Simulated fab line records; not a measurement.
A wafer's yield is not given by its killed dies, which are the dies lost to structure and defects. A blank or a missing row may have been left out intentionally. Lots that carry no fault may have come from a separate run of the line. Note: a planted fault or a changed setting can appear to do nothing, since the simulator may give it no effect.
8D (eight disciplines) problem report, filled in by code	flow gf180mcu	the parts of the form that need people (team, actions taken, sign-off) are left out

## 1. WHAT WENT WRONG
Wafers free of any fault read 1204 (standard deviation 13) for VT_IMPLANT_2_TW at GF_VT_IMPLANT_TW_MEAS_21, against a mean of 1081 on 6 wafers of 2 lots. That is -9.5 standard deviations from the usual mean.
Seen first at day 8 02:09 on filmMetro-01, wafer L237.2. At this step, 39 wafers from 13 lots have a number in the record. Rule for "out" (also "out of limits"): further than 4 standard deviations from the usual mean. The rest of the wafers with a number are treated as sound.

## 2. WHAT IT IS, AND WHAT IT ISN'T
question	is	is not
which readings at this step	VT_IMPLANT_2_TW	-
which lots	L237, L238	L231, L232, L233, L236, L244, L245, L246, L249, L250, L251, L252
which wafers of those lots	all that have a number	-
read on which gauges	filmMetro-01, filmMetro-02	filmMetro-03
when	from day 8 02:09	up to then (12 sound wafers); but 21 sound wafers of L244, L245, L246, L249, L250, L251, L252 came after

## 3. WHAT RULES OUT EACH SUSPECT
Counting: a tool stays on the suspect list if, at a process step up to the reading, it processed all lots that are out and no sound lot following the first of them.
- the gauge at GF_VT_IMPLANT_TW_MEAS_21 has been ruled out. Those wafers that are out were read across 2 gauges (filmMetro-01, filmMetro-02).
- implanter-02 at GF_VT_IMPLANT_IMPLANT_19: ruled out as a lasting fault. The sound lots L249, L251, L252 went through it after L237, its earliest lot that is out (day 8 01:55).
Left after counting: nothing in the record.

## 4. THE CAUSE (what the simulator had put in)
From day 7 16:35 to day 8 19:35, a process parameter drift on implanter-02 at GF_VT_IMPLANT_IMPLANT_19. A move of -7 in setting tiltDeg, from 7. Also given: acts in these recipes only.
It was ruled out by counting, in error; the rule expects a fault to strike all lots run on its tool from its start on, and this fault did not.

## 5. SEQUENCE OF EFFECTS, ordered by route
Rows list readings where the struck wafers' mean (over those with a number) sits beyond 3 standard deviations from the usual. Only readings for which the record gives a usual standard deviation are gone through. hours: the time from each lot's start at the first step in this table that gives one to its start at this step, as a median over the lots. sigmas: the change in usual standard deviations.
hours	step	reading	usual	on struck wafers	change	sigmas
0	GF_VT_IMPLANT_IMPLANT_19	tiltDeg	6.999 degrees	-0.010	-7.010	-99 or more
0	GF_VT_IMPLANT_TW_MEAS_21	VT_IMPLANT_2_TW	1204	1081	-123	-9.5
It contains these process steps:
- GF_VT_IMPLANT_IMPLANT_19
At these later measuring or inspecting steps, every struck wafer for which the step has a row has a number for every such reading, and none has moved that far: GF_M1_THK_MEAS_06.

## 6. WHAT WOULD HAVE CAUGHT IT SOONER
In this record the first reading out of limits at a measuring or inspecting step was taken at day 8 02:09, 10 hours after the fault began at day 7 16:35.
Tool's own readings at GF_VT_IMPLANT_IMPLANT_19, tiltDeg: out on all struck wafers the step has rows for; an alarm limit on them would have tripped on the first.
